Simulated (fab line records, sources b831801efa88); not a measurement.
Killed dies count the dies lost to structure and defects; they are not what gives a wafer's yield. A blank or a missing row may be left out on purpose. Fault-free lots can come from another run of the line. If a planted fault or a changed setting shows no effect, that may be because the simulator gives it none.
One fault through the eyes of 2 desks || flow sky130 || every desk sees just its own numbers, and what lay behind them comes last

AT THE METROLOGY DESK
Lot by lot, what the gauges showed, no matter which tool ran the lot: averages of those sampled wafers that carry a number. A lot is out of limits, marked OUT, if its mean lies more than 4 standard deviations from the usual mean; the brackets give that distance.
Columns: A = VIA1_W_RS at SKY_VIA1_RS_MEAS_22, usual 0.422 ohm/sq; B = METAL2_OVL at SKY_METAL2_OVL_MEAS_16, usual -1 nm
{"lot": "L914", "first seen here": "day 33 19:53", "A": 0.417, "B": 3}
{"lot": "L916", "first seen here": "day 34 17:23", "A": 0.420, "B": -6}
{"lot": "L918", "first seen here": "day 35 01:47", "A": 0.421, "B": -5}
{"lot": "L920", "first seen here": "day 36 04:04", "A": 0.416, "B": -3}
{"lot": "L922", "first seen here": "day 36 16:03", "A": 0.429, "B": -1}
{"lot": "L923", "first seen here": "day 37 04:33", "A": 0.424, "B": -1}
{"lot": "L927", "first seen here": "day 38 07:04", "A": 0.421, "B": -2}
{"lot": "L928", "first seen here": "day 38 15:41", "A": 0.418, "B": 4}
{"lot": "L930", "first seen here": "day 39 04:40", "A": 0.424, "B": -6}
{"lot": "L932", "first seen here": "day 39 12:29", "A": 0.423, "B": 5}
{"lot": "L933", "first seen here": "day 40 07:32", "A": 0.421, "B": 1}
{"lot": "L935", "first seen here": "day 40 10:13", "A": 0.426, "B": -9}
{"lot": "L934", "first seen here": "day 40 18:22", "A": 0.420, "B": 0}
Finding of this desk: none of the 13 lots has anything out of limits.

THE TOOL OWNER'S DESK: litho-track-03
The tool's own readings at SKY_METAL2_DEVELOP_14 (develop time 60 s): means of the sampled wafers that have a number, for each lot that ran on this tool. A lot is out of limits, marked OUT, if its mean lies more than 4 standard deviations from the usual mean; the brackets give that distance.
Columns: A = developer-temp-C at SKY_METAL2_DEVELOP_14, usual 21.01 C
{"lot": "L922", "first seen here": "day 37 18:00", "A": "21.89 (+8.8) OUT"}
{"lot": "L923", "first seen here": "day 38 06:00", "A": "21.91 (+9.0) OUT"}
{"lot": "L933", "first seen here": "day 41 07:00", "A": 21.01}
{"lot": "L935", "first seen here": "day 41 10:00", "A": 20.89}
Finding of this desk: L922, L923 out of limits; the first was L922 at day 37 18:00, on developer-temp-C at SKY_METAL2_DEVELOP_14. In limits: L933, L935.

TAKEN TOGETHER
At day 37 18:00, on L922, L923, the tool owner's desk was in a position to raise an alarm.
At the metrology desk, nothing out of limits was observed.
The metrology desk holds a record of L922, L923, inside its limits.
On litho-track-03, each named lot ran SKY_METAL2_DEVELOP_14.

WHAT HAD BEEN PUT IN BY THE SIMULATOR
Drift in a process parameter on litho-track-03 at SKY_METAL2_DEVELOP_14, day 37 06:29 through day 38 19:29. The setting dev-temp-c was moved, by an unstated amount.
Shown lots that were struck: L922, L923.
Time in hours from fault onset to the first out-of-limits reading at each desk: the tool owner's desk, 12.
